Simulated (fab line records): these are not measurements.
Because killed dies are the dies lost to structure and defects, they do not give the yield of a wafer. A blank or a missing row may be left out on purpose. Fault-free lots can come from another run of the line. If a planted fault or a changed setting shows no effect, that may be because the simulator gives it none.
Which tool was responsible? | flow gf180mcu | Sampling: 11 lots, 33 wafers, 6 of 602 route steps

## WHAT THE GAUGES READ, wafer by wafer
GF_M5_OVL_MEAS_08.
lot  | measured     | on         | M5_OVL (nm)
L700 | day 26 18:41 | overlay-01 | -4 3 6
L702 | day 27 15:44 | overlay-01 | 7 3 9
L706 | day 28 22:06 | overlay-01 | 12 13 11
L707 | day 29 00:22 | overlay-01 | 10 8 9
L709 | day 29 16:27 | overlay-02 | -1 2 8
L711 | day 30 03:22 | overlay-01 | 4 1 7
L712 | day 30 16:45 | overlay-01 | 13 11 -1
L713 | day 30 18:05 | overlay-02 | 12 3 14
L716 | day 31 11:30 | overlay-01 | 5 -3 8
L717 | day 31 19:49 | overlay-01 | -2 3 9
L719 | day 32 10:25 | overlay-01 | 13 16 7

GF_V5_THK_MEAS_03.
lot  | measured     | on           | V5_CVD_02_THK (nm)
L700 | day 26 19:37 | filmMetro-03 | 1453 1455 1478
L702 | day 27 16:42 | filmMetro-03 | 1445 1424 1474
L706 | day 28 23:03 | filmMetro-04 | 1461 1457 1453
L707 | day 29 01:23 | filmMetro-03 | 1450 1475 1469
L709 | day 29 17:25 | filmMetro-03 | 1425 1426 1453
L711 | day 30 04:21 | filmMetro-03 | 1463 1463 1462
L712 | day 30 17:41 | filmMetro-01 | 1444 1456 1478
L713 | day 30 19:01 | filmMetro-01 | 1484 1486 1485
L716 | day 31 12:27 | filmMetro-03 | 1426 1454 1477
L717 | day 31 20:46 | filmMetro-04 | 1446 1473 1512
L719 | day 32 11:25 | filmMetro-01 | 1441 1461 1457

GF_TOP_METAL_RS_MEAS_05: the measuring method here is four-point-probe.
lot  | measured     | on           | TOP_METAL_ALCU_RS (ohm/sq)
L700 | day 27 17:48 | filmMetro-04 | 0.0330 0.0331 0.0329
L702 | day 28 13:59 | filmMetro-03 | 0.0330 0.0327 0.0328
L706 | day 29 19:36 | filmMetro-04 | 0.0331 0.0326 0.0330
L707 | day 29 22:33 | filmMetro-02 | 0.0332 0.0332 0.0332
L709 | day 30 17:42 | filmMetro-04 | 0.0325 0.0328 0.0325
L711 | day 31 00:32 | filmMetro-03 | 0.0458 0.0333 0.0337
L712 | day 31 13:01 | filmMetro-02 | 0.0449 0.0328 0.0448
L713 | day 31 15:02 | filmMetro-03 | 0.0329 0.0336 0.0334
L716 | day 32 06:50 | filmMetro-03 | 0.0337 0.0338 0.0334
L717 | day 32 15:56 | filmMetro-02 | 0.0338 0.0333 0.0332
L719 | day 33 05:50 | filmMetro-02 | 0.0328 0.0325 0.0328

GF_TOP_METAL_THK_MEAS_06: measures by xrf.
lot  | measured     | on           | TOP_METAL_ALCU_THK (nm)
L700 | day 27 17:55 | filmMetro-04 | 914 907 912
L702 | day 28 14:07 | filmMetro-03 | 899 913 908
L706 | day 29 19:43 | filmMetro-04 | 899 912 900
L707 | day 29 22:40 | filmMetro-02 | 891 889 891
L709 | day 30 17:49 | filmMetro-04 | 914 904 907
L711 | day 31 00:38 | filmMetro-03 | 652 896 889
L712 | day 31 13:08 | filmMetro-02 | 662 910 663
L713 | day 31 15:08 | filmMetro-03 | 904 887 893
L716 | day 32 06:56 | filmMetro-03 | 880 872 886
L717 | day 32 16:02 | filmMetro-02 | 873 885 888
L719 | day 33 05:56 | filmMetro-02 | 903 908 897

## EACH LOT AND THE TOOL THAT RAN IT (in order: tool; ch and the chambers of the sampled wafers; start)
lot  | GF_V4_STRIP_18                      | GF_TOP_METAL_SPUTTER_02
L700 | plasmaAsher-03 ch 0,1, day 24 22:04 | pvdSputter-02, day 27 17:41
L702 | plasmaAsher-03 ch 0,1, day 25 19:57 | pvdSputter-03, day 28 13:54
L706 | plasmaAsher-03 ch 0,1, day 27 03:49 | pvdSputter-03, day 29 19:31
L707 | plasmaAsher-03 ch 0, day 27 05:48   | pvdSputter-01, day 29 22:26
L709 | plasmaAsher-02 ch 0,1, day 28 00:10 | pvdSputter-03, day 30 17:37
L711 | plasmaAsher-02 ch 0,1, day 28 12:12 | pvdSputter-01, day 31 00:24
L712 | plasmaAsher-03 ch 1, day 28 22:13   | pvdSputter-01, day 31 12:55
L713 | plasmaAsher-03 ch 0,1, day 29 02:19 | pvdSputter-02, day 31 14:54
L716 | plasmaAsher-02 ch 0,1, day 29 22:45 | pvdSputter-02, day 32 06:43
L717 | plasmaAsher-03 ch 0,1, day 30 08:27 | pvdSputter-02, day 32 15:48
L719 | plasmaAsher-01 ch 0,1, day 30 22:45 | pvdSputter-03, day 33 05:43
- GF_V4_STRIP_18: strips in O2/N2.
- GF_TOP_METAL_SPUTTER_02: material AlCu, target thk 900 nm, time 47.82 s.

## WHAT THE TOOLS THEMSELVES READ (means of the sampled wafers that have a number; where no wafer has one, the mark that the record gives instead)
GF_V4_STRIP_18.
lot  | tool           | drypumpMotorCurrentA (A) | heaterPowerW (W) | oesProductAu (a.u.)
L700 | plasmaAsher-03 | 5.7                      | 327              | 0.591
L702 | plasmaAsher-03 | 5.7                      | 329              | 0.597
L706 | plasmaAsher-03 | 5.7                      | 323              | 0.594
L707 | plasmaAsher-03 | 5.3                      | 321              | 0.590
L709 | plasmaAsher-02 | 6.4                      | 349              | 0.593
L711 | plasmaAsher-02 | 6.6                      | 335              | 0.594
L712 | plasmaAsher-03 | 6.5                      | 341              | 0.590
L713 | plasmaAsher-03 | 6.0                      | 337              | 0.595
L716 | plasmaAsher-02 | 6.4                      | 345              | 0.596
L717 | plasmaAsher-03 | 6.1                      | 338              | 0.592
L719 | plasmaAsher-01 | 6.1                      | 316              | 0.597

GF_TOP_METAL_SPUTTER_02.
lot  | tool          | throttleValvePct (%)
L700 | pvdSputter-02 | 29.6
L702 | pvdSputter-03 | 30.8
L706 | pvdSputter-03 | 31.2
L707 | pvdSputter-01 | 30.9
L709 | pvdSputter-03 | 31.5
L711 | pvdSputter-01 | 31.2
L712 | pvdSputter-01 | 30.9
L713 | pvdSputter-02 | 29.2
L716 | pvdSputter-02 | 29.5
L717 | pvdSputter-02 | 29.2
L719 | pvdSputter-03 | 30.4

## THE ANSWER, worked out from the rows above alone
Rule: the usual values come from the lots themselves. The widest of any qualifying gaps counts: lots, ordered by their means at a reading, are off when they make up no more than a third of the lots, leave a main group of 4 or more, and stand apart from it by 3 or more times the standard deviation of that group's means. If all means in a main group match to the digits the tables above print for the reading, that group is not used. A lot without any number at a reading at which 4 lots or more have one is off too. The other lots that the step has rows for count as sound. First the gauges in route order, then the tools' own readings, where a lot's mean is used as printed above. The first step at which some lot is off is used, and at that step the reading that is off furthest; a lot without a number counts as furthest.
Off: at GF_TOP_METAL_RS_MEAS_05 (TOP_METAL_ALCU_RS), L711, L712. Mean 0.0331 ohm/sq and standard deviation 0.00033 in the main group.
If a tool, at a process step before that reading, ran all the lots that are off and no sound lot after the first of them, it fits. The gauges at GF_TOP_METAL_RS_MEAS_05 are tried like those tools. One candidate fits, namely pvdSputter-01 at GF_TOP_METAL_SPUTTER_02. Its last sound lot is L707 (day 29 22:26), its first lot that is off L711 (day 31 00:24): a fault that began between those two fits.

## WHAT THE SIMULATOR PUT IN
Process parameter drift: pvdSputter-01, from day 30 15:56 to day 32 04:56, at GF_TOP_METAL_SPUTTER_02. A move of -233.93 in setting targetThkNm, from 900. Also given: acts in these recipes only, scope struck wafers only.
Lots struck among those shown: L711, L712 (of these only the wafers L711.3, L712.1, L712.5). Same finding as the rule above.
